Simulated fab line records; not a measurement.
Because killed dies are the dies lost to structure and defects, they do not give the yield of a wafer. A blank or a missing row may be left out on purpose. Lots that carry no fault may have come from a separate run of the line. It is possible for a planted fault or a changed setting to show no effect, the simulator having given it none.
Problem report, 8D (eight disciplines) form, completed by code | flow sky130 | the parts of the form that need people (team, actions taken, sign-off) are left out

1. PROBLEM STATEMENT
heater-power-total-W at SKY_RES_PROTECT_SOFTBAKE_03 reads a mean of 57.58 W on 6 wafers of 2 lots; wafers without a fault read 56.59 W with a standard deviation of 0.045. That puts it +22 standard deviations away from the usual mean.
The step: time 60 s.
First seen on wafer L959.2, day 17 20:28, on litho-track-04. The record has a number at this step for 42 wafers belonging to 14 lots. Rule for "out", or "out of limits": more than 4 standard deviations from the usual mean. The rest of the wafers with a number are treated as sound.

2. WHAT IT IS, WHAT IT ISN'T
question                    | is                                 | is not
which readings at this step | heater-power-total-W, run-length-s | -
which lots                  | L959, L961                         | L950, L951, L952, L964, L965, L966, L968, L969, L970, L971, L972, L973
which wafers of those lots  | all that have a number             | -
read on which tools         | litho-track-04                     | litho-track-01, litho-track-02
when                        | from day 17 20:28                  | up to then (9 sound wafers); but 27 sound wafers of L964, L965, L966, L968, L969, L970, L971, L972, L973 came after

3. THE SUSPECTS, EACH WITH WHAT RULES IT OUT
Counting: a tool stays on the suspect list if, at a process step up to the reading, it processed all lots that are out and no sound lot following the first of them.
- litho-track-04 at SKY_RES_PROTECT_SOFTBAKE_03 (time 60 s): kept. It processed each lot that is out, first L959 at day 17 20:28, and no sound lot thereafter; up to then, the last sound lot it processed was L951 at day 14 22:52. Its own heater-power-total-W, run-length-s readings are out on those wafers.
The count leaves litho-track-04 at SKY_RES_PROTECT_SOFTBAKE_03.

4. THE CAUSE (what the simulator had put in)
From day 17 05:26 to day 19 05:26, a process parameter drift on litho-track-04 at SKY_RES_PROTECT_SOFTBAKE_03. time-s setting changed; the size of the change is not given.
This tool alone remained once counting was done.

5. SEQUENCE OF EFFECTS, ordered by route
Each row: a reading whose mean over the struck wafers that have a number lies more than 3 standard deviations from the usual. Only readings for which the record gives a usual standard deviation are gone through. hours: the time from each lot's start at the first step in this table that gives one to its start at this step, as a median over the lots. sigmas: the change in usual standard deviations.
hours | step                        | reading              | usual   | on struck wafers | change | sigmas
0     | SKY_RES_PROTECT_SOFTBAKE_03 | heater-power-total-W | 56.59 W | 57.58            | +0.99  | +22
0     | SKY_RES_PROTECT_SOFTBAKE_03 | run-length-s         | 89.14 s | 86.08            | -3.06  | -20
Process steps it contains:
- SKY_RES_PROTECT_SOFTBAKE_03: time 60 s.

6. HOW IT WOULD HAVE BEEN CAUGHT EARLIER
In this record no reading fell out of limits until day 17 20:28, 15 hours after the fault had begun at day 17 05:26.
